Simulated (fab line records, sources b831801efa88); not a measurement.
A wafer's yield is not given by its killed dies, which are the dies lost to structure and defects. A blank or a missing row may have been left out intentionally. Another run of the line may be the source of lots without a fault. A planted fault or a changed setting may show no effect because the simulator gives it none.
Matching of chambers / flow gf180mcu / GF_V3_CMP_04 on cmp-02: 4 sister chambers
The step polishes SiO2. 16 wafers are shown with their chamber, then 8 later ones without.

## EACH WAFER AND ITS CHAMBER
wafer=L452.3; chamber=0; motor current A (A)=12.8; time to endpoint s (s)=69
wafer=L452.4; chamber=2; motor current A (A)=11.6; time to endpoint s (s)=70
wafer=L452.6; chamber=1; motor current A (A)=13.5; time to endpoint s (s)=83
wafer=L451.1; chamber=3; motor current A (A)=12.2; time to endpoint s (s)=80
wafer=L451.5; chamber=0; motor current A (A)=12.8; time to endpoint s (s)=83
wafer=L451.6; chamber=3; motor current A (A)=12.3; time to endpoint s (s)=82
wafer=L453.1; chamber=1; motor current A (A)=13.4; time to endpoint s (s)=78
wafer=L453.5; chamber=1; motor current A (A)=12.9; time to endpoint s (s)=83
wafer=L453.6; chamber=2; motor current A (A)=11.6; time to endpoint s (s)=83
wafer=L454.2; chamber=1; motor current A (A)=14.0; time to endpoint s (s)=74
wafer=L454.4; chamber=0; motor current A (A)=12.7; time to endpoint s (s)=77
wafer=L454.5; chamber=0; motor current A (A)=12.7; time to endpoint s (s)=80
wafer=L463.1; chamber=2; motor current A (A)=12.9; time to endpoint s (s)=77
wafer=L463.2; chamber=1; motor current A (A)=14.0; time to endpoint s (s)=71
wafer=L463.3; chamber=0; motor current A (A)=13.5; time to endpoint s (s)=65
wafer=L465.1; chamber=3; motor current A (A)=12.4; time to endpoint s (s)=82

SIGNATURES (means of the wafers above)
reading=motor current A; chamber 0=12.900; chamber 1=13.560; chamber 2=12.033; chamber 3=12.300; scatter within a chamber=0.453
reading=time to endpoint s; chamber 0=74.80; chamber 1=77.80; chamber 2=76.67; chamber 3=81.33; scatter within a chamber=5.99
Rule: distance of a wafer from a chamber = root of the sum over the readings of ((wafer's reading minus chamber's mean) / reading's scatter) squared. If the next closest chamber is less than 2 further off than the closest, the wafer can't be placed; otherwise it belongs to the closest. How the scatter is found: for the shown wafers, subtract from each reading the mean of its chamber, square and add these, divide the total by (wafers less chambers), then take the root.

## WAFERS MISSING THEIR CHAMBER
wafer=L465.3; motor current A (A)=13.9; time to endpoint s (s)=77
wafer=L465.5; motor current A (A)=12.6; time to endpoint s (s)=78
wafer=L470.1; motor current A (A)=13.5; time to endpoint s (s)=73
wafer=L470.3; motor current A (A)=13.9; time to endpoint s (s)=78
wafer=L470.5; motor current A (A)=14.2; time to endpoint s (s)=76
wafer=L471.2; motor current A (A)=13.7; time to endpoint s (s)=77
wafer=L471.3; motor current A (A)=12.5; time to endpoint s (s)=79
wafer=L471.6; motor current A (A)=13.3; time to endpoint s (s)=86

## THE CHAMBER EACH PASSED THROUGH
wafer=L465.3; from the rows above=can't be placed: 1 or 0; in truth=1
wafer=L465.5; from the rows above=can't be placed: 0 or 3 or 2 or 1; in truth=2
wafer=L470.1; from the rows above=can't be placed: 1 or 0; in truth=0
wafer=L470.3; from the rows above=can't be placed: 1 or 0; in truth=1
wafer=L470.5; from the rows above=can't be placed: 1 or 0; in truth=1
wafer=L471.2; from the rows above=can't be placed: 1 or 0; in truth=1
wafer=L471.3; from the rows above=can't be placed: 3 or 2 or 0 or 1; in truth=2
wafer=L471.6; from the rows above=can't be placed: 1 or 0 or 3 or 2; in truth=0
0 of 8 placed correctly. Not placeable from these rows: 8 (in 8, the candidates include the true chamber). 0 placed wrongly.
